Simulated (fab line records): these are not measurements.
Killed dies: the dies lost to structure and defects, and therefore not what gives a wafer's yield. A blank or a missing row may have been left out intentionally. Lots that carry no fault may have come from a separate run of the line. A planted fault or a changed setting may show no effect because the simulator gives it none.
A lot that was struck, set against a sound lot || flow sky130 || 32 out of 708 route steps
Sound: wafers L859.1, L859.2, L859.3. Wafers struck: L874.1, L874.5. The cause comes at the end.
At each step with rows: each side's tool, then ch and its chambers, then its first start. Under that, the readings that differ: sound wafers || struck wafers || difference of the means || sigmas: that difference in standard deviations of wafers without a fault.
alike: same words and numbers on both sides, and readings whose means sit less than 2 such deviations apart. not compared: any withheld reading, any reading some wafer has no value for, any bound like >300 that may hide the same value, and any number with overlapping values for which the record gives no deviation.
A row with sigmas, a row that says differs or no value, or rows on one side alone: a step with any of these is where the two part. Non-overlapping numbers with no deviation appear without sigmas and do not part them. Lack of a reading on every wafer of one side parts them only where that side has two or more wafers.

SKY_PWDE_OVL_MEAS_07:
  struck on overlay-01, day 7 09:37; sound on overlay-02, day 3 21:28
  alike: PWDE_OVL
then, 1 step without rows for these wafers: SKY_PWDE_IMPLANT_08.
SKY_PWDE_STRIP_09: strips in O2/N2.
  sound on plasma asher-03 ch 0,1, day 3 21:40; struck on plasma asher-01 ch 1, day 7 09:49
  alike: drypump motor current A, oes product au, strip time to endpoint s
  not compared: rf hours counter h
SKY_PWDE_TW_MEAS_10:
  struck on film metro-02, day 7 09:55; sound on film metro-03, day 3 21:46
{"reading": "PWDE_TW", "sound": "370.9 371.6 370.5", "struck": "376.3 376.3", "difference": "+5.3", "sigmas": "+2"}
then, 7 steps without rows for these wafers: SKY_NWELL_DEHYDRATE_03 (time 60 s); SKY_NWELL_HMDS_04 (prime time 60 s); SKY_NWELL_COAT_05 (resist thk 3000 nm); SKY_NWELL_SOFTBAKE_06; SKY_NWELL_EXPOSE_07 (exposes mask NWM, target cd 840 nm); SKY_NWELL_PEB_08; SKY_NWELL_DEVELOP_09 (develop time 60 s).
SKY_NWELL_OVL_MEAS_10:
  struck on overlay-01, day 8 05:18; sound on overlay-02, day 4 13:45
  alike: NWELL_00_OVL
SKY_NWELL_IMPLANT_11:
  sound on implanter-03 ch 0, day 4 13:47; struck on implanter-02 ch 0, day 8 05:20
  alike: beam on s
then, 2 steps without rows for these wafers: SKY_NWELL_IMPLANT_12; SKY_NWELL_IMPLANT_13.
SKY_NWELL_STRIP_14: strips in O2/N2.
  sound on plasma asher-02 ch 0,1, day 4 14:14; struck on plasma asher-01 ch 0, day 8 05:47
{"reading": "drypump motor current A (A)", "sound": "5.6 5.4 5.4", "struck": "6.6 6.6", "difference": "+1.1", "sigmas": "+2"}
  alike: oes product au, strip time to endpoint s
  not compared: rf hours counter h
SKY_NWELL_TW_MEAS_15:
  struck on film metro-02, day 8 05:53; sound on film metro-01, day 4 14:20
{"reading": "NWELL_TW", "sound": "1862 1866 1857", "struck": "1664 1672", "difference": -194, "sigmas": -16}
then, 7 steps without rows for these wafers: SKY_NWELL_DEHYDRATE_16 (time 60 s); SKY_NWELL_HMDS_17 (prime time 60 s); SKY_NWELL_COAT_18 (resist thk 3000 nm); SKY_NWELL_SOFTBAKE_19; SKY_NWELL_EXPOSE_20 (exposes mask NWM COMPLEMENT, target cd 840 nm); SKY_NWELL_PEB_21; SKY_NWELL_DEVELOP_22 (develop time 60 s).
SKY_NWELL_OVL_MEAS_23:
  struck on overlay-02, day 9 01:30; sound on overlay-01, day 5 07:37
  alike: NWELL_01_OVL
then, 1 step without rows for these wafers: SKY_NWELL_IMPLANT_24.
SKY_NWELL_STRIP_25: strips in O2/N2.
  sound on plasma asher-02 ch 0,1, day 5 07:48; struck on plasma asher-02 ch 0,1, day 9 01:41
  alike: drypump motor current A, oes product au, strip time to endpoint s
  not compared: rf hours counter h
SKY_NWELL_TW_MEAS_26:
  struck on film metro-01, day 9 01:47; sound on film metro-03, day 5 07:54
{"reading": "NWELL_2_TW", "sound": "494.6 493.6 494.5", "struck": "500.7 501.8", "difference": "+7.0", "sigmas": "+3"}
then, 1 step without rows for these wafers: SKY_NWELL_CLEAN_27 (cleans in SC1/SC2, time 150 s).
SKY_NWELL_RTA_28: time 30 s.
  sound on rtp anneal-02 ch 0, day 5 08:01; struck on rtp anneal-01 ch 0, day 9 01:53
  alike: lamp power pct, wafer_temp_C_max
SKY_NWELL_RS_MEAS_29: measures by four-point-probe.
  struck on film metro-03, day 9 02:05; sound on film metro-01, day 5 08:07
{"reading": "NWELL_RS (ohm/sq)", "sound": "623.4 624.9 623.1", "struck": "735.3 736.9", "difference": "+112.3", "sigmas": "+75"}
-- the record jumps here: 40 days lie between the struck wafers' starts before and after (it left off in module NWELL and takes up again in module PAD_OPEN, whose first step shown is number 708 of the route) --
SKY_PAD_OPEN_PROBE_99:
  struck on prober-01, day 49 13:03; sound on prober-01, day 45 17:43
{"reading": "model.etest.nfet_16v.r on ohm um", "sound": "1.393e+04 1.398e+04 1.402e+04", "struck": "1.601e+04 1.594e+04", "difference": "+1.998e+03", "sigmas": ""}
{"reading": "model.etest.pfet_16v.r on ohm um", "sound": "1.53e+04 1.505e+04 1.516e+04", "struck": "1.45e+04 1.456e+04", "difference": -6.40e+02, "sigmas": ""}
{"reading": "model.etest.res nwell.line ohm um", "sound": "1194 1195 1193", "struck": "1693 1662", "difference": "+484", "sigmas": ""}
{"reading": "model.etest.res nwell.rs ohm sq range", "sound": "18.51 27.13 19.12", "struck": "420.6 408.9", "difference": "+393.2", "sigmas": ""}
{"reading": "model.etest.res nwell.rs ohm sq", "sound": "990.1 978.5 994.7", "struck": "1351 1331", "difference": "+353", "sigmas": ""}
{"reading": "model.etest.res nwell.rs ohm sq rim less centre", "sound": "-12.07 -21.95 -9.605", "struck": "-213.7 -198.9", "difference": -191.8, "sigmas": ""}
{"reading": "model.etest.tip_p_5v.rs ohm sq", "sound": "2876 2858 2875", "struck": "2792 2787", "difference": -80, "sigmas": ""}
{"reading": "model.etest.res nwell.width nm (nm)", "sound": "833.6 827.5 830.5", "struck": "796.5 799", "difference": -32.8, "sigmas": ""}
  alike: killed_at_M0_to_M3, killed_at_M4_up, killed at contacts, killed at front end, killed at other, killed dies, killed open, killed short

== WHERE THEY PART ==
Last at SKY_NWELL_RS_MEAS_29 as far as this record goes, first at SKY_PWDE_TW_MEAS_10. Later steps at which nothing parts them and some readings are alike: SKY_PAD_OPEN_PROBE_99.

WHY: whatever the simulator had introduced
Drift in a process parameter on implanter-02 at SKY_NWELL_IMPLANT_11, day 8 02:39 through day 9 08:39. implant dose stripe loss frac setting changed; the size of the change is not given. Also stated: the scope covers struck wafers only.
